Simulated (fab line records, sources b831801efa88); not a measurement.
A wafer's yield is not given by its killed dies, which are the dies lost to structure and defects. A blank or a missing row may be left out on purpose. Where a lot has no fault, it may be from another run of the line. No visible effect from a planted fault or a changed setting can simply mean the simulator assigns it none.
fab line records -- flow sky130
[record] lots = 6, wafers = 16, last_day = 50
route steps=708 shown NWELL@76 PWDE@84 VT_ADJUST_HVTP@85 PAD_OPEN@708
lots that met no fault: taken from a fault-free run of the same line
start_h: hours from the record's opening day to when the first of the lot's shown wafers began -- wait_h: time in hours since the lot's previous step -- " same as the row above -- L1.1+2: several wafers, shown together as one row -- - no value, or no start was given -- * or withheld: withheld -- < > ~ a bound
route shown NAME@n: a module of which the file shows steps, and the number in the route of the first -- usual: mean/standard deviation taken from wafers without a fault -- same: alike in all rows -- chamber/n: place in a boat -- sites: the reading at each site -- _std_site: the values' standard deviation -- _edge_site: mean of outer sites minus mean of inner sites -- radius_mm: for every site, how far away it sits from the centre of the wafer -- mask NAME#n: copy n -- behind: the most recent tool/chamber to have shaped the wafer -- hold: why the lot went on hold/how many hours it stayed there/how the hold came to an end -- device: the transistor (n, p or np) that didn't switch -- end of line: at the end of the route, the tests of the same wafers -- for a step that has no rows: nothing shown but its recipe -- killed: dies lost to structure and defects at the first sort, not the wafer's yield -- map: dies across one wafer; x = killed, . = not, _ = none there
set.NAME: the setting that was run; set.NAME@STEP: the one run at that earlier step -- model.NAME: the simulator's own value behind a step, which no gauge read
lots seen at some steps along the route; tables by step, rows by wafer
services: the hour from which a tool's chamber was out of use, counted from the record's first day as start_h (under 0 if before that day), plus the number of hours and why
[[steps]]
[step SKY_NWELL_OVL_MEAS_23]
[usual] NWELL_01_OVL = -0.2/1.3
lot.wafer,tool,chamber,start_h,wait_h,NWELL_01_OVL[nm]
L398.3,overlay-01,-,122.41,-,-0.8
L398.5,overlay-01,-,122.41,-,0.0
L398.6,overlay-01,-,122.41,-,-0.4
L401.4,overlay-02,-,148.30,-,0.3
L401.5,overlay-02,-,148.30,-,1.9
L401.6,overlay-02,-,148.30,-,2.4
L408.3,overlay-01,-,182.34,-,-0.9
L408.4,overlay-01,-,182.34,-,0.2
L409.2,overlay-02,-,187.14,-,0.1
L409.3,overlay-02,-,187.14,-,0.0
L415.1,overlay-01,-,220.55,-,3.0
L415.2,overlay-01,-,220.55,-,0.8
L415.3,overlay-01,-,220.55,-,1.1
L417.1,overlay-02,-,231.20,-,-2.1
L417.3,overlay-02,-,231.20,-,-4.3
L417.5,overlay-02,-,231.20,-,-0.8
[step SKY_NWELL_IMPLANT_24]
[recipe] species = B, energy_kev = 140, dose_cm2 = 9.2e+12, tilt_deg = withheld
[step SKY_NWELL_STRIP_25]
[recipe] chemistry = O2/N2, power_w = 1400, pressure_mtorr = 1500, platen_temp_c = withheld, o2_flow_sccm = 3000, n2_flow_sccm = 300, overash_fraction = 0.5
[usual] drypump_motor_current_A = 5.77/0.29, oes_product_au = 0.722/0.0047, strip_time_to_endpoint_s = 36.95/0.092
lot.wafer,tool,chamber,start_h,wait_h,drypump_motor_current_A,oes_product_au,rf_hours_counter_h,strip_time_to_endpoint_s
L398.3,plasma_asher-02,0,122.62,0.1,5.81,0.719,-,36.96
L398.5,plasma_asher-02,1,122.62,0.1,5.85,0.726,-,36.85
L398.6,plasma_asher-02,0,122.62,0.1,5.81,0.723,-,36.98
L401.4,plasma_asher-04,1,148.50,0.1,6.35,0.727,-,36.83
L401.5,plasma_asher-04,0,148.50,0.1,5.73,0.715,-,36.80
L401.6,plasma_asher-04,1,148.50,0.1,6.33,0.724,-,36.94
L408.3,plasma_asher-04,1,182.55,0.1,6.35,0.723,-,36.88
L408.4,plasma_asher-04,0,182.55,0.1,5.79,0.718,-,36.81
L409.2,plasma_asher-02,1,187.32,0.1,5.87,0.720,51,36.99
L409.3,plasma_asher-02,1,187.32,0.1,5.85,0.731,-,37.04
L415.1,plasma_asher-04,0,220.73,0.1,5.78,0.715,39,37.10
L415.2,plasma_asher-04,1,220.73,0.1,6.35,0.720,39,37.14
L415.3,plasma_asher-04,0,220.73,0.1,5.75,0.725,-,37.03
L417.1,plasma_asher-01,1,231.38,0.1,5.43,0.729,54,37.06
L417.3,plasma_asher-01,1,231.38,0.1,5.42,0.730,-,37.01
L417.5,plasma_asher-01,0,231.38,0.1,5.48,0.724,-,37.07
[step SKY_NWELL_TW_MEAS_26]
[usual] NWELL_2_TW = 494/4.5
lot.wafer,tool,chamber,start_h,wait_h,NWELL_2_TW
L398.3,film_metro-03,-,122.70,0.1,489
L398.5,film_metro-03,-,122.70,0.1,489
L398.6,film_metro-03,-,122.70,0.1,492
L401.4,film_metro-02,-,148.60,0.1,492
L401.5,film_metro-02,-,148.60,0.1,492
L401.6,film_metro-02,-,148.60,0.1,496
L408.3,film_metro-02,-,182.64,0.1,498
L408.4,film_metro-02,-,182.64,0.1,498
L409.2,film_metro-04,-,187.43,0.1,497
L409.3,film_metro-04,-,187.43,0.1,499
L415.1,film_metro-02,-,220.83,0.1,493
L415.2,film_metro-02,-,220.83,0.1,493
L415.3,film_metro-02,-,220.83,0.1,492
L417.1,film_metro-02,-,231.48,0.1,492
L417.3,film_metro-02,-,231.48,0.1,492
L417.5,film_metro-02,-,231.48,0.1,491
[step SKY_NWELL_CLEAN_27]
[recipe] chemistry = SC1/SC2, mix = 1:4:20, temp_c = 70, time_s = 150, dry = n2_spin
[step SKY_NWELL_RTA_28]
[recipe] temp_c = 1050, time_s = 30, idle_temp_c = 650, ramp_up_c_per_s = 150, ramp_down_c_per_s = 90, ambient = N2
[usual] lamp_power_pct = 25.31/0.053, wafer_temp_C_max = 1054.9/0.95
lot.wafer,tool,chamber,start_h,wait_h,lamp_power_pct,wafer_temp_C_max
L398.3,rtp_anneal-02,0,122.83,0.0,25.35,1056.1
L398.5,rtp_anneal-02,0,122.83,0.0,25.30,1054.7
L398.6,rtp_anneal-02,0,122.83,0.0,25.31,1054.7
L401.4,rtp_anneal-01,0,148.73,0.1,25.32,1057.0
L401.5,rtp_anneal-01,0,148.73,0.1,25.39,1054.5
L401.6,rtp_anneal-01,0,148.73,0.1,25.28,1055.4
L408.3,rtp_anneal-01,0,182.76,0.0,25.39,1053.6
L408.4,rtp_anneal-01,0,182.76,0.0,25.31,1055.3
L409.2,rtp_anneal-01,0,187.54,0.0,25.32,1055.2
L409.3,rtp_anneal-01,0,187.54,0.0,25.28,1054.4
L415.1,rtp_anneal-01,0,220.95,0.0,25.32,1055.3
L415.2,rtp_anneal-01,0,220.95,0.0,25.45,1054.4
L415.3,rtp_anneal-01,0,220.95,0.0,25.28,1055.4
L417.1,rtp_anneal-01,0,231.60,0.0,25.36,1056.7
L417.3,rtp_anneal-01,0,231.60,0.0,25.28,1053.9
L417.5,rtp_anneal-01,0,231.60,0.0,25.22,1052.8
[step SKY_NWELL_RS_MEAS_29]
[recipe] thk_meas_gauge = four-point-probe
[usual] NWELL_RS = 625.3/1.6
lot.wafer,tool,chamber,start_h,wait_h,NWELL_RS[ohm/sq]
L398.3,film_metro-02,-,122.94,0.1,626.2
L398.5,film_metro-02,-,122.94,0.1,625.3
L398.6,film_metro-02,-,122.94,0.1,627.8
L401.4,film_metro-04,-,148.84,0.1,626.7
L401.5,film_metro-04,-,148.84,0.1,625.2
L401.6,film_metro-04,-,148.84,0.1,624.5
L408.3,film_metro-03,-,182.87,0.1,624.2
L408.4,film_metro-03,-,182.87,0.1,622.4
L409.2,film_metro-04,-,187.65,0.1,626.1
L409.3,film_metro-04,-,187.65,0.1,624.2
L415.1,film_metro-04,-,221.05,0.1,625.6
L415.2,film_metro-04,-,221.05,0.1,625.8
L415.3,film_metro-04,-,221.05,0.1,624.9
L417.1,film_metro-02,-,231.70,0.1,627.3
L417.3,film_metro-02,-,231.70,0.1,627.2
L417.5,film_metro-02,-,231.70,0.1,627.0
[step SKY_NWELL_RS_MEAS_31]
[recipe] thk_meas_gauge = four-point-probe
[usual] PWDE_RS = 5277/18
lot.wafer,tool,chamber,start_h,wait_h,PWDE_RS[ohm/sq]
L398.3,film_metro-02,-,123.18,0.1,5276
L398.5,film_metro-02,-,123.18,0.1,5272
L398.6,film_metro-02,-,123.18,0.1,5250
L401.4,film_metro-04,-,149.08,0.1,5276
L401.5,film_metro-04,-,149.08,0.1,5256
L401.6,film_metro-04,-,149.08,0.1,5283
L408.3,film_metro-03,-,183.11,0.1,5286
L408.4,film_metro-03,-,183.11,0.1,5276
L409.2,film_metro-04,-,187.89,0.1,5274
L409.3,film_metro-04,-,187.89,0.1,5293
L415.1,film_metro-04,-,221.29,0.1,5296
L415.2,film_metro-04,-,221.29,0.1,5263
L415.3,film_metro-04,-,221.29,0.1,5285
L417.1,film_metro-02,-,231.94,0.1,5286
L417.3,film_metro-02,-,231.94,0.1,5304
L417.5,film_metro-02,-,231.94,0.1,5277
[step SKY_VT_ADJUST_HVTP_DEHYDRATE_00]
[recipe] temp_c = 200, time_s = 60
[step SKY_VT_ADJUST_HVTP_HMDS_01]
[recipe] prime_time_s = 60, prime_temp_c = 120
[step SKY_VT_ADJUST_HVTP_COAT_02]
[recipe] resist = NOVOLAK, spin_rpm = 3000, resist_thk_nm = 1140
[step SKY_VT_ADJUST_HVTP_SOFTBAKE_03]
[recipe] temp_c = 90, time_s = 60, resist = NOVOLAK
[usual] chill_plate_temp_C = 23.02/0.11, run_length_s = 89.17/0.17
lot.wafer,tool,chamber,start_h,wait_h,chill_plate_temp_C,run_length_s
L398.3,litho_track-01,0,132.51,0.1,23.06,89.06
L398.5,litho_track-01,0,132.51,0.1,22.97,89.00
L398.6,litho_track-01,0,132.51,0.1,22.97,89.14
L401.4,litho_track-02,0,159.07,0.1,23.09,89.37
L401.5,litho_track-02,0,159.07,0.1,22.91,89.25
L401.6,litho_track-02,0,159.07,0.1,23.00,89.40
L408.3,litho_track-02,0,192.10,0.1,23.07,99.51
L408.4,litho_track-02,0,192.10,0.1,23.01,89.22
L409.2,litho_track-02,0,198.37,0.1,22.86,89.24
L409.3,litho_track-02,0,198.37,0.1,23.02,99.73
L415.1,litho_track-04,0,232.53,0.1,22.85,89.15
L415.2,litho_track-04,0,232.53,0.1,22.83,89.00
L415.3,litho_track-04,0,232.53,0.1,22.90,89.27
L417.1,litho_track-01,0,242.26,0.1,23.24,89.28
L417.3,litho_track-01,0,242.26,0.1,23.32,89.21
L417.5,litho_track-01,0,242.26,0.1,23.22,89.13
[step SKY_VT_ADJUST_HVTP_EXPOSE_04]
[recipe] mask_id = HVTPM, na = 0.6, source_shape = conventional, sigma_outer = 0.6, polarization = unpolarized, target_cd_nm = 380, dose_mj = 140
[step SKY_PAD_OPEN_PROBE_99]
[usual] killed_at_M0_to_M3 = 43/6.8, killed_at_M4_up = 3.0/1.6, killed_at_contacts = 25/6, killed_at_front_end = 15/4.4, killed_at_other = 0.3/0.52, killed_dies = 86/9.6, killed_open = 47/6.7, killed_short = 39/6.8
[same] gross_dies = 492, killed_at_back_side = 0
lot.wafer,tool,chamber,start_h,wait_h,killed_at_M0_to_M3,killed_at_M4_up,killed_at_contacts,killed_at_front_end,killed_at_other,killed_dies,killed_open,killed_short
L398.3,prober-02,-,1098.01,0.2,34,4,21,13,0,72,47,25
L398.5,prober-02,-,1098.11,0.2,35,3,26,12,0,76,42,34
L398.6,prober-02,-,1098.16,0.2,43,1,25,11,0,80,53,27
L408.3,prober-01,-,1154.83,0.2,49,1,30,11,1,92,45,47
L408.4,prober-01,-,1154.88,0.2,53,2,15,14,1,85,50,35
L409.2,prober-01,-,1158.35,0.1,46,4,31,15,0,96,52,44
L409.3,prober-01,-,1158.40,0.2,46,5,26,13,0,90,50,38
L417.1,prober-01,-,1190.38,0.1,40,1,23,14,0,78,39,38
L417.3,prober-01,-,1190.48,0.2,45,4,27,26,0,102,54,47
L417.5,prober-01,-,1190.58,0.2,37,3,29,13,1,83,47,35
// killed by level:class
L398.3 CONTACT:geometric_particle:open=11 VIA2:geometric_particle:open=10 VIA1:geometric_particle:open=9 LI_CONTACT:geometric_particle:open=6 FIELD_ISO:geometric_particle:short=5 METAL4:geometric_particle:short=4 METAL1:geometric_particle:short=4 VIA3:geometric_particle:open=4
L398.5 CONTACT:geometric_particle:open=10 LI_CONTACT:geometric_particle:open=8 VIA2:geometric_particle:open=5 POLY_GATE:geometric_particle:open=5 VIA1:geometric_particle:short=5 METAL3:geometric_particle:short=5 VIA3:geometric_particle:open=5 LOCAL_INTERCONNECT:geometric_particle:short=4
L398.6 VIA1:geometric_particle:open=15 CONTACT:geometric_particle:open=11 VIA2:geometric_particle:open=8 VIA3:geometric_particle:open=6 METAL2:geometric_particle:short=6 FIELD_ISO:geometric_particle:open=5 LI_CONTACT:geometric_particle:open=5 LOCAL_INTERCONNECT:geometric_particle:short=5
L408.3 VIA1:geometric_particle:open=11 LI_CONTACT:geometric_particle:open=8 LOCAL_INTERCONNECT:geometric_particle:short=8 CONTACT:geometric_particle:open=8 VIA2:geometric_particle:open=6 CONTACT:geometric_particle:short=6 METAL1:geometric_particle:short=6 VIA3:geometric_particle:open=5
L408.4 VIA1:geometric_particle:open=13 VIA3:geometric_particle:open=8 FIELD_ISO:geometric_particle:open=7 VIA2:geometric_particle:open=7 CONTACT:geometric_particle:open=7 METAL1:geometric_particle:short=7 FIELD_ISO:geometric_particle:short=5 CONTACT:geometric_particle:short=4
L409.2 CONTACT:geometric_particle:open=11 VIA3:geometric_particle:open=9 VIA1:geometric_particle:open=7 CONTACT:geometric_particle:short=7 POLY_GATE:geometric_particle:open=6 METAL3:geometric_particle:short=6 LI_CONTACT:geometric_particle:open=5 LOCAL_INTERCONNECT:geometric_particle:short=5
L409.3 LI_CONTACT:geometric_particle:open=13 VIA3:geometric_particle:open=10 VIA1:geometric_particle:open=6 METAL1:geometric_particle:short=6 CONTACT:geometric_particle:open=5 METAL3:geometric_particle:short=5 VIA3:geometric_particle:short=5 METAL4:geometric_particle:short=4
L417.1 CONTACT:geometric_particle:open=10 VIA2:geometric_particle:open=9 LI_CONTACT:geometric_particle:short=6 VIA1:geometric_particle:short=6 METAL2:geometric_particle:short=5 VIA3:geometric_particle:open=5 POLY_GATE:geometric_particle:short=4 VIA1:geometric_particle:open=4
L417.3 LI_CONTACT:geometric_particle:open=11 VIA1:geometric_particle:open=8 CONTACT:geometric_particle:open=7 VIA3:geometric_particle:open=7 VIA2:geometric_particle:open=7 FIELD_ISO:geometric_particle:short=6 FIELD_ISO:geometric_particle:open=5 METAL1:geometric_particle:short=5
L417.5 CONTACT:geometric_particle:open=12 VIA2:geometric_particle:open=9 VIA1:geometric_particle:open=9 LI_CONTACT:geometric_particle:open=6 LI_CONTACT:geometric_particle:short=5 LOCAL_INTERCONNECT:geometric_particle:short=5 FIELD_ISO:geometric_particle:open=4 METAL1:geometric_particle:short=4
[[services]]
tool,chamber,start_h,hours,kind
litho_track-01,-,114.72,-,consumable_replace:filter
plasma_asher-04,-,157.77,5.4,repair
plasma_asher-04,-,199.23,2.8,pm
plasma_asher-04,-,222.98,4.3,repair
rtp_anneal-01,-,232.81,5.8,pm
[[key]]
[first_sign] step = SKY_VT_ADJUST_HVTP_SOFTBAKE_03, reading = run_length_s, direction = up, sigmas = 63, usual = *, struck = *
effect none on later readings
met_at SKY_VT_ADJUST_HVTP_SOFTBAKE_03
struck_wafers L408.3,L409.3
tester_left_out L408,L409
onset_between 159.07 192.10
[fault] kind = process_parameter_drift, tool = litho_track-02, chamber = -, onset_h = 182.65, steps = SKY_VT_ADJUST_HVTP_SOFTBAKE_03, channel = time_s, offset = *, shape = step, end_h = 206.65, scope = struck_wafers_only, acts_in = *, stated = *
// tester_left_out: of these lots the tester's yield and bins aren't shown, on N5 and GAA mostly nor the transistor test; their killed dies are dies lost to structure and defects alone, not to doping, threshold or leakage, so they don't give the yield
